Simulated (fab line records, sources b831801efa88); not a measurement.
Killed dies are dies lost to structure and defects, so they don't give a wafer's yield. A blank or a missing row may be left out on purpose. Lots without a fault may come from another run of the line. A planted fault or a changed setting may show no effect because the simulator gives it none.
fab line records | flow sky130
record lots=6 wafers=18 last_day=50
route steps=708 shown CAP2M@620 METAL4@621 VIA4@639 METAL5@661 PAD_OPEN@708
lots that met no fault: from a run of the same line without faults
start_h: hours from the record's first day to the start of the lot's first wafer shown | wait_h: hours since the lot's step before | " the same as in the row above | L1.1+2: a row that stands for several wafers | - no value, or no start given | * or withheld: withheld | < > ~ a bound
route shown NAME@n: a module of which the file shows steps, and the number in the route of the first | usual: mean/standard deviation of fault-free wafers | same: alike in all rows | chamber/n: place in a boat | sites: the reading at each site | _std_site: their standard deviation | _edge_site: outer sites' mean less inner sites' | radius_mm: how far each site lies from the wafer's centre | mask NAME#n: copy n | behind: the tool/chamber that last shaped the wafer | hold: why the lot was held/for how many hours/how that ended | device: the transistor (n, p or np) that didn't switch | end of line: the same wafers' tests at the end of the route | a step without rows: its recipe alone | killed: dies lost to structure and defects at the first sort, not the wafer's yield | map: a wafer's dies, x killed, . not, _ none there
set.NAME: the setting as run; set.NAME@STEP: as run at that earlier step | model.NAME: the simulator's own value behind a step, which no gauge read
lots at some steps of the route; a table a step, a row a wafer
services: from which hour (start_h, from the record's first day; less than 0 if before it) a tool's chamber was out of use, for how many hours, and why
## steps
# step SKY_CAP2M_CLEAN_17
# recipe chemistry=O3/DIW dry=n2_spin
# step SKY_METAL4_DEHYDRATE_05
# recipe temp_c=200 time_s=60
# step SKY_METAL4_HMDS_06
# recipe prime_time_s=60 prime_temp_c=120
# step SKY_METAL4_COAT_07
# recipe resist=BARC temp_c=withheld time_s=withheld spin_rpm=3000 resist_thk_nm=60
# step SKY_METAL4_COAT_08
# recipe resist=KrF-thick spin_rpm=3000 resist_thk_nm=1140
# step SKY_METAL4_SOFTBAKE_09
# recipe temp_c=100 time_s=90 resist=KrF-thick
# step SKY_METAL4_EXPOSE_10
# recipe mask_id=MM4 na=0.68 source_shape=annular sigma_inner=0.4 sigma_outer=0.8 target_cd_nm=300 dose_mj=28
# step SKY_METAL4_PEB_11
# recipe peb_temp_c=withheld peb_time_s=withheld resist=KrF-thick
# step SKY_METAL4_DEVELOP_12
# recipe develop_time_s=60 resist=KrF-thick dev_temp_c=21
# step SKY_METAL4_CD_MEAS_13
# recipe target_cd_nm=300
# usual cd_nm=300.7/1.4
# columns lot.wafer tool chamber start_h wait_h cd_nm
L830.1 cd_sem-02 - 1019.41 - 299.9
L830.4 " - " " 299.8
L830.6 " - " " 299.4
L831.1 cd_sem-01 - 1023.04 - 299.3
L831.4 " - " " 300.1
L831.5 " - " " 301.7
L833.1 cd_sem-01 - 1038.36 - 299.3
L833.4 " - " " 299.3
L833.6 " - " " 299.3
L842.2 cd_sem-01 - 1089.91 - 299.9
L842.5 " - " " 301.8
L842.6 " - " " 300.7
L845.1 cd_sem-02 - 1108.21 - 301.7
L845.2 " - " " 301.1
L845.3 " - " " 299.8
L846.2 cd_sem-02 - 1110.53 - 300.7
L846.4 " - " " 300.8
L846.6 " - " " 301.1
# step SKY_METAL4_OVL_MEAS_14
# usual METAL4_OVL=-5/4.7
# columns lot.wafer tool chamber start_h wait_h METAL4_OVL[nm]
L830.1 overlay-02 - 1019.53 0.1 -13
L830.4 " - " " -11
L830.6 " - " " -9
L831.1 overlay-02 - 1023.16 0.1 -2
L831.4 " - " " -7
L831.5 " - " " -2
L833.1 overlay-01 - 1038.48 0.1 -10
L833.4 " - " " -11
L833.6 " - " " -5
L842.2 overlay-02 - 1090.01 0.1 -8
L842.5 " - " " -5
L842.6 " - " " -8
L845.1 overlay-02 - 1108.33 0.1 -15
L845.2 " - " " -11
L845.3 " - " " -9
L846.2 overlay-02 - 1110.64 0.1 -2
L846.4 " - " " -3
L846.6 " - " " -2
# step SKY_METAL4_DESCUM_15
# recipe chemistry=O2 source_power_w=150 bias_power_w=0 pressure_mtorr=10 temp_c=40 time_s=8
# step SKY_METAL4_ETCH_16
# recipe chemistry=N2/H2 target=BARC ion_energy_ev=200 bias_w=100 pressure_mtorr=30 n2_flow_sccm=100 h2_flow_sccm=200 icp_w=500 stop_on=SiO2 time_s=88.2 target_depth_a=600
# usual drypump_motor_current_A=5.87/0.25 oes_product_au=0.626/0.0044 throttle_valve_pct=13.205/0.009
# columns lot.wafer tool chamber start_h wait_h drypump_motor_current_A oes_product_au rf_hours_counter_h throttle_valve_pct
L830.1 rie_metal-03 0 1019.60 0.0 6.06 0.621 20 13.208
L830.4 " 1 " " 5.97 0.625 - 13.208
L830.6 " 0 " " 6.05 0.619 - 13.204
L831.1 rie_metal-03 0 1023.22 0.0 6.06 0.620 21 13.213
L831.4 " 0 " " 6.04 0.626 - 13.200
L831.5 " 0 " " 6.08 0.627 - 13.190
L833.1 rie_metal-03 1 1038.54 0.0 6.00 0.623 19 13.212
L833.4 " 1 " " 5.96 0.634 - 13.209
L833.6 " 0 " " 6.05 0.621 - 13.211
L842.2 rie_metal-01 1 1090.08 0.0 6.19 0.625 25 13.210
L842.5 " 0 " " 5.48 0.623 - 13.199
L842.6 " 1 " " 6.19 0.618 - 13.206
L845.1 rie_metal-01 1 1108.40 0.0 6.15 0.631 26 13.188
L845.2 " 0 " " 5.51 0.625 2 13.211
L845.3 " 0 " " 5.48 0.621 - 13.205
L846.2 rie_metal-02 0 1110.70 0.0 5.66 0.629 14 13.201
L846.4 " 0 " " 5.60 0.637 - 13.213
L846.6 " 0 " " 5.62 0.622 - 13.214
# step SKY_METAL4_ETCH_17
# recipe target=SiO2 stop_on=TiN chemistry=C4F8/O2/Ar source_w=1500 bias_w=1200 pressure_mtorr=40 c4f8_flow_sccm=withheld O2_flow_sccm=6 Ar_flow_sccm=300 time_s=3.9 target_depth_a=150
# usual oes_product_au=0.754/0.0062
# columns lot.wafer tool chamber start_h wait_h oes_product_au rf_hours_counter_h
L830.1 rie_diel-02 0 1019.70 0.1 0.745 22
L830.4 " 2 " " 0.753 26
L830.6 " 0 " " 0.757 -
L831.1 rie_diel-02 3 1023.32 0.1 0.753 4
L831.4 " 2 " " 0.759 26
L831.5 " 0 " " 0.760 -
L833.1 rie_diel-04 3 1038.64 0.1 0.747 2
L833.4 " 1 " " 0.749 1
L833.6 " 2 " " 0.765 -
L842.2 rie_diel-04 0 1090.17 0.1 0.752 14
L842.5 " 3 " " 0.754 -
L842.6 " 2 " " 0.756 -
L845.1 rie_diel-04 3 1108.50 0.1 0.749 4
L845.2 " 2 " " 0.745 14
L845.3 " 1 " " 0.752 3
L846.2 rie_diel-04 3 1110.80 0.1 0.751 5
L846.4 " 2 " " 0.762 14
L846.6 " 3 " " 0.748 -
# step SKY_METAL4_METAL_ETCH_18
# recipe target_depth_a=8450 stop_on=SiO2 over_etch_frac=0.3 time_s=183.1 chemistry=Cl2/BCl3 resist_sidewall_deg=88 pressure_mtorr=10 icp_w=900 bias_w=48.5 Cl2_flow_sccm=60 bcl3_flow_sccm=30
# usual drypump_motor_current_A=5.88/0.24 oes_product_au=0.865/0.0057 throttle_valve_pct=22.265/0.0087
# columns lot.wafer tool chamber start_h wait_h drypump_motor_current_A oes_product_au rf_hours_counter_h throttle_valve_pct
L830.1 rie_metal-02 0 1019.72 0.0 5.62 0.869 7 22.246
L830.4 " 1 " " 5.83 0.871 - 22.264
L830.6 " 1 " " 5.83 0.864 - 22.265
L831.1 rie_metal-02 0 1023.34 0.0 5.60 0.868 7 22.279
L831.4 " 0 " " 5.62 0.854 - 22.265
L831.5 " 0 " " 5.62 0.856 - 22.264
L833.1 rie_metal-01 1 1038.66 0.0 6.16 0.861 20 22.260
L833.4 " 1 " " 6.15 0.864 - 22.264
L833.6 " 0 " " 5.47 0.869 - 22.254
L842.2 rie_metal-02 1 1090.19 0.0 5.83 0.857 24 22.272
L842.5 " 1 " " 5.84 0.871 - 22.278
L842.6 " 0 " " 5.64 0.855 - 22.267
L845.1 rie_metal-02 0 1108.52 0.0 5.61 0.868 13 22.274
L845.2 " 1 " " 5.83 0.852 25 22.259
L845.3 " 1 " " 5.83 0.862 - 22.258
L846.2 rie_metal-03 1 1110.88 0.1 5.98 0.868 - 22.259
L846.4 " 1 " " 5.99 0.862 - 22.250
L846.6 " 1 " " 5.99 0.856 - 22.261
# step SKY_METAL4_STRIP_19
# recipe chemistry=O2/N2 power_w=1400 pressure_mtorr=1500 platen_temp_c=withheld o2_flow_sccm=3000 n2_flow_sccm=300 overash_fraction=0.5
# step SKY_METAL4_STRIP_20
# recipe chemistry=post_etch_residue_remover time_s=1200 temp_c=72.5
# step SKY_METAL4_CLEAN_21
# recipe chemistry=IPA time_s=180 temp_c=25
# step SKY_METAL4_CLEAN_22
# recipe chemistry=O3/DIW dry=n2_spin
# step SKY_VIA4_HDPCVD_00
# recipe material=SiO2 target_thk_nm=1750 sigma_open_frac=0.3 time_s=291.7 temp_c=400 sih4_flow_sccm=60 pressure_mtorr=6
# step SKY_VIA4_THK_MEAS_01
# recipe reads=SiO2_of_VIA4_HDPCVD_00
# usual VIA4_HDPCVD_THK=1750/17
# columns lot.wafer tool chamber start_h wait_h VIA4_HDPCVD_THK[nm]
L830.1 film_metro-04 - 1020.70 0.1 1761
L830.4 " - " " 1749
L830.6 " - " " 1743
L831.1 film_metro-03 - 1024.29 0.1 1745
L831.4 " - " " 1733
L831.5 " - " " 1743
L833.1 film_metro-04 - 1039.76 0.1 1739
L833.4 " - " " 1735
L833.6 " - " " 1726
L842.2 film_metro-04 - 1091.32 0.1 1744
L842.5 " - " " 1767
L842.6 " - " " 1736
L845.1 film_metro-04 - 1109.50 0.1 1744
L845.2 " - " " 1752
L845.3 " - " " 1728
L846.2 film_metro-01 - 1111.95 0.1 1739
L846.4 " - " " 1730
L846.6 " - " " 1733
# step SKY_VIA4_CMP_02
# recipe material=SiO2 down_force_psi=4 platen_rpm=60 pad_velocity_m_s=0.94248
# usual motor_current_A=11.9/1.4
# columns lot.wafer tool chamber start_h wait_h motor_current_A
L830.1 cmp-01 1 1021.23 0.5 10.2
L830.4 " 0 " " 11.1
L830.6 " 1 " " 10.4
L831.1 cmp-01 2 1024.35 0.1 14.5
L831.4 " 0 " " 10.9
L831.5 " 3 " " 12.9
L833.1 cmp-01 3 1039.90 0.1 12.1
L833.4 " 0 " " 11.3
L833.6 " 0 " " 10.3
L842.2 cmp-02 1 1091.42 0.1 13.2
L842.6 " 0 " " 11.4
L842.5 " 1 " " 13.2
L845.3 cmp-01 3 1109.56 0.0 11.8
L845.1 " 1 " " 10.4
L845.2 " 2 " " 14.4
L846.2 cmp-01 1 1112.00 0.0 10.8
L846.4 " 0 " " 11.1
L846.6 " 2 " " 15.0
# step SKY_VIA4_BOW_MEAS_03
# recipe mode=bow
# usual VIA4_BOW=80/7.5
# columns lot.wafer tool chamber start_h wait_h VIA4_BOW[um]
L830.1 film_metro-01 - 1021.53 0.2 91
L830.4 " - " " 87
L830.6 " - " " 84
L831.1 film_metro-04 - 1024.65 0.2 78
L831.4 " - " " 84
L831.5 " - " " 78
L833.1 film_metro-04 - 1040.20 0.2 91
L833.4 " - " " 91
L833.6 " - " " 92
L842.2 film_metro-04 - 1091.69 0.2 73
L842.5 " - " " 78
L842.6 " - " " 84
L845.1 film_metro-04 - 1109.86 0.1 89
L845.2 " - " " 95
L845.3 " - " " 80
L846.2 film_metro-04 - 1112.32 0.3 80
L846.4 " - " " 84
L846.6 " - " " 74
# step SKY_VIA4_DEHYDRATE_04
# recipe temp_c=200 time_s=60
# step SKY_VIA4_HMDS_05
# recipe prime_time_s=60 prime_temp_c=120
# step SKY_VIA4_COAT_06
# recipe resist=NOVOLAK spin_rpm=3000 resist_thk_nm=1140
# step SKY_VIA4_SOFTBAKE_07
# recipe temp_c=90 time_s=60 resist=NOVOLAK
# step SKY_VIA4_EXPOSE_08
# recipe mask_id=VIM4 na=0.6 source_shape=conventional sigma_outer=0.6 polarization=unpolarized target_cd_nm=800 dose_mj=132
# step SKY_VIA4_PEB_09
# recipe temp_c=withheld time_s=* resist=NOVOLAK
# step SKY_VIA4_DEVELOP_10
# recipe resist=NOVOLAK developer=TMAH develop_time_s=60 dev_temp_c=23
# step SKY_VIA4_OVL_MEAS_11
# usual VIA4_OVL=1.5/1.6
# columns lot.wafer tool chamber start_h wait_h VIA4_OVL[nm]
L830.1 overlay-02 - 1043.89 0.1 0.5
L830.4 " - " " 2.9
L830.6 " - " " 3.3
L831.1 overlay-01 - 1046.72 0.1 1.7
L831.4 " - " " -0.8
L831.5 " - " " 1.2
L833.1 overlay-01 - 1062.49 0.1 0.1
L833.4 " - " " -0.1
L833.6 " - " " -1.1
L842.2 overlay-01 - 1111.66 0.1 4.4
L842.5 " - " " 3.1
L842.6 " - " " 3.4
L845.1 overlay-02 - 1130.06 0.1 2.5
L845.2 " - " " 0.4
L845.3 " - " " 2.3
L846.2 overlay-01 - 1132.03 0.1 1.3
L846.4 " - " " 1.0
L846.6 " - " " 1.2
# step SKY_VIA4_ETCH_12
# recipe target=SiO2 chemistry=C4F8/O2/Ar stop_on=TiN mask_material=NOVOLAK source_w=1500 bias_w=1200 pressure_mtorr=40 c4f8_flow_sccm=withheld O2_flow_sccm=6 Ar_flow_sccm=300 time_s=withheld target_depth_a=5800
# step SKY_VIA4_STRIP_13
# recipe chemistry=O2/N2 power_w=1400 pressure_mtorr=1500 platen_temp_c=withheld o2_flow_sccm=3000 n2_flow_sccm=300 overash_fraction=0.5
# usual drypump_motor_current_A=6.3/0.38 oes_product_au=0.710/0.0045 strip_time_to_endpoint_s=12.802/0.028
# columns lot.wafer tool chamber start_h wait_h drypump_motor_current_A oes_product_au rf_hours_counter_h strip_time_to_endpoint_s
L830.1 plasma_asher-02 1 1044.00 - 6.4 0.710 31 12.773
L830.4 " 1 " " 6.4 0.707 - 12.774
L830.6 " 0 " " 6.6 0.712 - 12.748
L831.1 plasma_asher-02 0 1046.83 - 6.6 0.714 31 12.778
L831.4 " 0 " " 6.6 0.720 - 12.757
L831.5 " 0 " " 6.6 0.713 - 12.839
L833.1 plasma_asher-03 1 1062.60 - 6.4 0.709 63 12.801
L833.4 " 1 " " 6.4 0.711 - 12.824
L833.6 " 1 " " 6.4 0.709 - 12.807
L842.2 plasma_asher-01 0 1111.77 - 5.4 0.710 5 12.822
L842.5 " 1 " " 6.6 0.711 - 12.822
L842.6 " 0 " " 5.4 0.708 - 12.853
L845.1 plasma_asher-01 1 1130.17 - 6.5 0.707 6 12.769
L845.2 " 0 " " 5.4 0.710 6 12.782
L845.3 " 0 " " 5.4 0.708 - 12.791
L846.2 plasma_asher-01 0 1132.13 - 5.4 0.708 6 12.784
L846.4 " 1 " " 6.6 0.707 - 12.811
L846.6 " 0 " " 5.4 0.704 - 12.809
# step SKY_VIA4_STRIP_14
# recipe chemistry=post_etch_residue_remover time_s=1200 temp_c=72.5
# step SKY_VIA4_CLEAN_15
# recipe chemistry=IPA time_s=180 temp_c=25
# step SKY_VIA4_CLEAN_16
# recipe chemistry=O3/DIW dry=n2_spin
# step SKY_VIA4_SPUTTER_17
# recipe material=TiN target_thk_nm=20 chamber_pressure_pa=5 power_w=4000 time_s=80
# step SKY_VIA4_CVD_18
# recipe material=W target_thk_nm=505 time_s=152.14 temp_c=400 pressure_torr=40
# step SKY_VIA4_RS_MEAS_19
# recipe thk_meas_gauge=four-point-probe reads=W_of_VIA4_CVD_18+TiN_of_VIA4_SPUTTER_17
# usual VIA4_W_RS=0.224/0.003
# columns lot.wafer tool chamber start_h wait_h VIA4_W_RS[ohm/sq]
L830.1 film_metro-01 - 1044.80 0.1 0.223
L830.4 " - " " 0.222
L830.6 " - " " 0.222
L831.1 film_metro-01 - 1047.67 0.1 0.219
L831.4 " - " " 0.225
L831.5 " - " " 0.220
L833.1 film_metro-01 - 1063.44 0.1 0.224
L833.4 " - " " 0.221
L833.6 " - " " 0.219
L842.2 film_metro-03 - 1112.60 0.1 0.229
L842.5 " - " " 0.224
L842.6 " - " " 0.224
L845.1 film_metro-04 - 1130.98 0.1 0.220
L845.2 " - " " 0.224
L845.3 " - " " 0.219
L846.2 film_metro-01 - 1133.00 0.1 0.223
L846.4 " - " " 0.226
L846.6 " - " " 0.221
# step SKY_VIA4_THK_MEAS_20
# recipe thk_meas_gauge=xrf reads=W_of_VIA4_CVD_18
# usual VIA4_W_THK=518/9.6
# columns lot.wafer tool chamber start_h wait_h VIA4_W_THK[nm]
L830.1 film_metro-01 - 1044.92 0.1 514
L830.4 " - " " 517
L830.6 " - " " 520
L831.1 film_metro-01 - 1047.79 0.1 524
L831.4 " - " " 511
L831.5 " - " " 523
L833.1 film_metro-01 - 1063.56 0.1 511
L833.4 " - " " 517
L833.6 " - " " 520
L842.2 film_metro-03 - 1112.71 0.1 501
L842.5 " - " " 511
L842.6 " - " " 508
L845.1 film_metro-04 - 1131.10 0.1 530
L845.2 " - " " 522
L845.3 " - " " 534
L846.2 film_metro-01 - 1133.11 0.1 515
L846.4 " - " " 506
L846.6 " - " " 516
# step SKY_VIA4_CMP_21
# recipe stop_on=SiO2 t_overpolish_s=25 down_force_psi=3.5 platen_rpm=60 target_thk_nm=0 pad_velocity_m_s=0.94248
# usual motor_current_A=10.9/1.3 overpolish_run_s=25.000/0.011 time_to_endpoint_s=124/4.3
# columns lot.wafer tool chamber start_h wait_h motor_current_A overpolish_run_s time_to_endpoint_s
L830.1 cmp-02 3 1044.98 0.1 9.4 25.000 127
L830.4 " 2 " " 10.6 25.015 122
L830.6 " 0 " " 10.5 25.007 129
L831.4 cmp-01 3 1047.90 0.1 11.7 24.988 119
L831.1 " 0 " " 10.4 25.000 129
L831.5 " 2 " " 13.1 24.999 127
L833.4 cmp-01 0 1064.37 0.8 10.4 25.022 130
L833.1 " 1 " " 9.6 25.002 126
L833.6 " 3 " " 10.9 24.986 126
L842.2 cmp-02 1 1112.76 0.0 13.4 24.998 127
L842.5 " 1 " " 12.9 24.987 129
L842.6 " 2 " " 10.5 25.009 127
L845.3 cmp-01 1 1131.16 0.0 10.0 24.988 123
L845.1 " 2 " " 12.9 25.008 124
L845.2 " 0 " " 9.9 25.002 126
L846.2 cmp-01 2 1133.21 0.1 13.4 24.989 126
L846.4 " 0 " " 10.7 25.015 126
L846.6 " 2 " " 13.1 25.001 127
# step SKY_METAL5_SPUTTER_00
# recipe material=Ti target_thk_nm=15 power_w=3000 time_s=10 chamber_pressure_pa=0.4
# step SKY_PAD_OPEN_PROBE_99
# usual defect_limited_yield=82.8/1.9 killed_at_M0_to_M3=42/6.9 killed_at_M4_up=3.2/1.7 killed_at_contacts=23/5.5 killed_at_front_end=16/4 killed_at_other=0.4/0.55 killed_dies=85/9.2 killed_open=46/6.8 killed_short=38/6.2 sort_bin_3_pad_short=0.9/0.4 sort_bin_5_function=10.2/1.5 sort_bin_6_memory=6.2/1.1 sort_n_pass=407/9.2 sort_yield_pct=82.8/1.9
# same gross_dies=492 killed_at_back_side=0 sort_bin_4_leakage[%]=0 sort_bin_8_speed[%]=0
# columns lot.wafer tool chamber start_h wait_h defect_limited_yield[%] killed_at_M0_to_M3 killed_at_M4_up killed_at_contacts killed_at_front_end killed_at_other killed_dies killed_open killed_short sort_bin_3_pad_short[%] sort_bin_5_function[%] sort_bin_6_memory[%] sort_n_pass sort_yield_pct[%] model.etest.tester.sort_n_pass model.etest.tester.sort_yield_pct model.etest.tester.sort_bin_5_pct model.etest.tester.sort_bin_3_pct
L830.1 prober-01 - 1112.18 0.1 85.4 36 1 19 14 2 72 37 34 0.6 7.9 6.1 420 85.4 420 85.37 7.927 0.6098
L830.4 prober-01 - 1112.33 0.2 80.3 50 0 31 15 1 97 63 33 0.4 14.6 4.7 395 80.3 395 80.28 14.63 0.4065
L830.6 prober-01 - 1112.43 0.2 83.7 36 2 28 14 0 80 50 30 0.8 10.4 5.1 412 83.7 412 83.74 10.37 0.813
L831.1 prober-02 - 1113.18 0.1 75.8 33 45 19 21 1 119 42 34 3.9 14.2 6.1 373 75.8 373 75.81 14.23 3.862
L831.4 prober-02 - 1113.33 0.2 74.4 42 41 21 21 1 126 50 37 3.5 16.3 5.9 366 74.4 366 74.39 16.26 3.455
L831.5 prober-02 - 1113.38 0.2 74.2 49 48 19 11 0 127 48 34 4.5 13.2 8.1 365 74.2 365 74.19 13.21 4.472
L833.1 prober-01 - 1129.17 0.1 70.9 43 70 23 7 0 143 44 31 5.1 16.9 7.1 349 70.9 349 70.94 16.87 5.081
L833.4 prober-01 - 1129.32 0.2 68.3 33 83 21 19 0 156 51 28 4.7 18.7 8.3 336 68.3 336 68.29 18.7 4.675
L833.6 prober-01 - 1129.42 0.2 77.0 42 41 20 10 0 113 40 36 3.0 12.8 7.1 379 77.0 379 77.03 12.8 3.049
L842.2 prober-01 - 1171.51 0.1 81.3 40 5 36 11 0 92 54 38 1.6 9.3 7.7 400 81.3 400 81.3 9.35 1.626
L842.5 prober-01 - 1171.66 0.2 82.7 38 4 27 15 1 85 48 37 0.8 9.1 7.3 407 82.7 407 82.72 9.146 0.813
L842.6 prober-01 - 1171.71 0.2 79.5 50 2 31 17 1 101 61 40 0.6 12.8 7.1 391 79.5 391 79.47 12.8 0.6098
L845.1 prober-02 - 1188.63 0.1 82.5 39 0 25 22 0 86 43 39 0.6 11.0 5.9 406 82.5 406 82.52 10.98 0.6098
L845.2 prober-02 - 1188.68 0.1 82.3 39 3 33 12 0 87 50 36 0.6 10.4 6.7 405 82.3 405 82.32 10.37 0.6098
L845.3 prober-02 - 1188.73 0.2 83.7 40 3 21 15 1 80 36 42 0.8 8.7 6.7 412 83.7 412 83.74 8.74 0.813
L846.2 prober-01 - 1190.18 0.1 84.6 39 3 20 14 0 76 50 26 0.6 7.9 6.9 416 84.6 416 84.55 7.927 0.6098
L846.4 prober-01 - 1190.28 0.2 85.2 34 5 21 12 1 73 39 34 0.8 9.8 4.3 419 85.2 419 85.16 9.756 0.813
L846.6 prober-01 - 1190.38 0.2 80.7 41 4 24 26 0 95 54 41 1.0 10.2 8.1 397 80.7 397 80.69 10.16 1.016
# killed by level:class
L830.1 LI_CONTACT:geometric_particle:open=8 METAL1:geometric_particle:short=7 VIA3:geometric_particle:open=6 VIA1:geometric_particle:open=6 CONTACT:geometric_particle:open=4 METAL2:geometric_particle:short=4 VIA2:geometric_particle:open=4 FIELD_ISO:geometric_particle:short=3
L830.4 VIA1:geometric_particle:open=12 LI_CONTACT:geometric_particle:open=11 CONTACT:geometric_particle:open=11 VIA3:geometric_particle:open=7 VIA2:geometric_particle:open=7 FIELD_ISO:geometric_particle:short=5 VIA1:geometric_particle:short=5 FIELD_ISO:geometric_particle:open=4
L830.6 CONTACT:geometric_particle:open=13 METAL1:geometric_particle:short=10 VIA2:geometric_particle:open=8 LI_CONTACT:geometric_particle:open=7 POLY_GATE:geometric_particle:short=6 VIA1:geometric_particle:open=6 VIA3:geometric_particle:open=5 LOCAL_INTERCONNECT:geometric_particle:open=5
L831.1 METAL4:unspecified=43 VIA1:geometric_particle:open=9 FIELD_ISO:geometric_particle:short=6 POLY_GATE:geometric_particle:open=6 CONTACT:geometric_particle:open=6 FIELD_ISO:geometric_particle:open=5 VIA3:geometric_particle:open=5 LI_CONTACT:geometric_particle:short=4
L831.4 METAL4:unspecified=38 VIA1:geometric_particle:open=11 CONTACT:geometric_particle:open=7 METAL1:geometric_particle:short=7 FIELD_ISO:geometric_particle:open=6 LI_CONTACT:geometric_particle:open=6 VIA3:geometric_particle:open=6 POLY_GATE:geometric_particle:short=5
L831.5 METAL4:unspecified=45 VIA1:geometric_particle:open=15 CONTACT:geometric_particle:open=8 METAL1:geometric_particle:short=7 VIA3:geometric_particle:open=6 METAL2:geometric_particle:short=6 FIELD_ISO:geometric_particle:open=5 LI_CONTACT:geometric_particle:open=5
L833.1 METAL4:unspecified=68 LI_CONTACT:geometric_particle:open=8 VIA1:geometric_particle:open=8 VIA2:geometric_particle:open=8 CONTACT:geometric_particle:open=7 METAL2:geometric_particle:short=7 VIA3:geometric_particle:open=5 METAL1:geometric_particle:short=4
L833.4 METAL4:unspecified=77 VIA2:geometric_particle:open=10 VIA1:geometric_particle:open=8 CONTACT:geometric_particle:open=8 POLY_GATE:geometric_particle:open=6 FIELD_ISO:geometric_particle:open=5 METAL4:geometric_particle:short=5 LI_CONTACT:geometric_particle:open=4
L833.6 METAL4:unspecified=37 CONTACT:geometric_particle:open=10 VIA2:geometric_particle:open=10 VIA2:geometric_particle:short=6 METAL2:geometric_particle:short=6 VIA3:geometric_particle:open=6 POLY_GATE:geometric_particle:short=5 VIA3:geometric_particle:short=5
L842.2 VIA1:geometric_particle:open=16 CONTACT:geometric_particle:open=16 CONTACT:geometric_particle:short=10 LI_CONTACT:geometric_particle:open=6 FIELD_ISO:geometric_particle:short=5 VIA2:geometric_particle:open=4 VIA1:geometric_particle:short=4 METAL2:geometric_particle:short=4
L842.5 CONTACT:geometric_particle:open=15 METAL2:geometric_particle:short=8 LI_CONTACT:geometric_particle:open=6 VIA2:geometric_particle:open=6 VIA1:geometric_particle:open=5 VIA1:geometric_particle:short=5 FIELD_ISO:geometric_particle:open=4 POLY_GATE:geometric_particle:open=4
L842.6 VIA1:geometric_particle:open=14 CONTACT:geometric_particle:open=12 LI_CONTACT:geometric_particle:open=11 VIA3:geometric_particle:open=7 METAL1:geometric_particle:short=6 VIA1:geometric_particle:short=6 FIELD_ISO:geometric_particle:short=5 METAL2:geometric_particle:short=5
L845.1 CONTACT:geometric_particle:open=7 LI_CONTACT:geometric_particle:open=7 VIA1:geometric_particle:open=7 VIA3:geometric_particle:short=6 LI_CONTACT:geometric_particle:short=4 METAL2:geometric_particle:short=4 VIA1:geometric_particle:short=4 VIA2:geometric_particle:open=4
L845.2 CONTACT:geometric_particle:open=13 LI_CONTACT:geometric_particle:open=7 VIA3:geometric_particle:open=6 LOCAL_INTERCONNECT:geometric_particle:short=6 VIA1:geometric_particle:short=6 VIA1:geometric_particle:open=6 VIA2:geometric_particle:open=6 CONTACT:geometric_particle:short=5
L845.3 METAL1:geometric_particle:short=9 VIA1:geometric_particle:open=7 VIA3:geometric_particle:open=7 CONTACT:geometric_particle:open=6 METAL2:geometric_particle:short=6 LI_CONTACT:geometric_particle:open=5 CONTACT:geometric_particle:short=5 FIELD_ISO:geometric_particle:short=4
L846.2 CONTACT:geometric_particle:open=10 VIA3:geometric_particle:open=10 LI_CONTACT:geometric_particle:open=7 VIA2:geometric_particle:open=7 VIA1:geometric_particle:open=6 METAL1:geometric_particle:short=5 SPACER:geometric_particle:open=4 METAL2:geometric_particle:short=4
L846.4 CONTACT:geometric_particle:open=12 VIA3:geometric_particle:open=7 VIA2:geometric_particle:open=6 METAL2:geometric_particle:short=6 FIELD_ISO:geometric_particle:short=5 VIA2:geometric_particle:short=5 VIA1:geometric_particle:short=4 POLY_GATE:geometric_particle:open=3
L846.6 VIA1:geometric_particle:open=12 CONTACT:geometric_particle:open=9 LI_CONTACT:geometric_particle:open=8 FIELD_ISO:geometric_particle:open=7 POLY_GATE:geometric_particle:open=7 METAL2:geometric_particle:short=7 FIELD_ISO:geometric_particle:short=5 METAL3:geometric_particle:short=4
# map L831.5 (x killed, . not)
__________...x..x..._________
________xx...x.x.....x_______
______.......x.x........_____
_____.x...............x..____
____.....x...x.x...x.xx..x___
___.....x.........x.x.xxxxx__
__xx.....x..........x..xxxxx_
_........x.......x....xxxxxxx
_......xx.x...x.x...x.xxxxxxx
_........xx...x..x.....xxxxxx
_x..x.....x.........xxxxxxxxx
_.........x.x...x.....xxxxxx.
_........x........x.....x...x
_..........xx..........x.....
_....x..xx.......x...........
__......x..x..x...x...x....x_
___.x..x......x.....x...xx.__
____....x..xx.xx...x......___
_____x...xx....x........x____
______.x.......x.....x.._____
________..........x..x_______
__________.........._________
# map L833.4 (x killed, . not)
__________.x........_________
________x.....x...x..._______
______......x.....x....._____
_____.x..x.....xx.x....x.____
____xx....xxxxxx.....xxx..___
___...x...xxxxxxxxx.x.....x__
__..x...xxxxxxxxxxxx........_
_...x...xxxxxxxxxxxxx..xxx..x
_..x.....xxxxxxxxxxx.x.x..x.x
_....xx.xxxxxxxxxxx.x....x...
_.x..x.x..xxxxxxxxx.......x..
_....x.....x.xxxxx.x.........
_..............x...x...x.x...
_...xxxxx.....x..x......x....
_...x........x....x..........
__.xx...x........x.....x.x.._
___.........x....x.......x.__
____x.....x...............___
_____................x...____
______....x.x...x......._____
________.xx.xxxx....x._______
__________........x._________
## services
# columns tool chamber start_h hours kind
rie_diel-04 - 1004.02 4.3 pm
rie_metal-03 0 1005.12 3.6 repair
rie_metal-02 - 1005.52 2.8 pm
cmp-02 - 1011.06 0.4 repair
cmp-01 - 1016.69 4.2 pm
rie_metal-01 0 1047.41 - clean
rie_metal-01 0 1047.41 21.0 scheduled_down
rie_metal-01 0 1047.41 21.0 vent_cycle
rie_diel-04 3 1053.10 3.7 repair
plasma_asher-01 - 1055.25 9.0 pm
plasma_asher-01 0 1055.25 9.0 vent_cycle
plasma_asher-01 1 1055.25 9.0 vent_cycle
cmp-02 - 1058.99 6.0 pm
plasma_asher-01 0 1064.25 - clean
rie_metal-01 - 1073.72 1.0 repair
cmp-02 - 1084.00 4.0 pm
cmp-01 - 1089.77 0.9 repair
cmp-02 - 1100.86 0.6 repair
rie_metal-01 - 1101.72 0.8 repair
rie_metal-03 0 1106.89 - clean
rie_metal-03 0 1106.89 14.1 scheduled_down
rie_metal-03 0 1106.89 14.1 vent_cycle
rie_diel-04 0 1107.13 3.4 repair
cmp-02 - 1124.52 1.1 repair
## key
first_sign step=SKY_PAD_OPEN_PROBE_99 reading=killed_at_M4_up direction=up sigmas=30 usual=3.2 struck=54.7
effect step=SKY_PAD_OPEN_PROBE_99 reading=sort_bin_3_pad_short direction=up sigmas=8.2 usual=0.9 struck=4.1
model_effect step=SKY_PAD_OPEN_PROBE_99 value=etest.tester.sort_n_pass without=406.3 struck=361.3
met_at SKY_METAL4_ETCH_16
struck_wafers L831.1,L831.4,L831.5,L833.1,L833.4,L833.6
onset_between 1019.60 1023.22
fault kind=chamber_particle_source tool=rie_metal-03 chamber=- onset_h=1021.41 steps=SKY_METAL4_ETCH_16 rate_per_visit_cm2=1.8236 end_h=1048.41
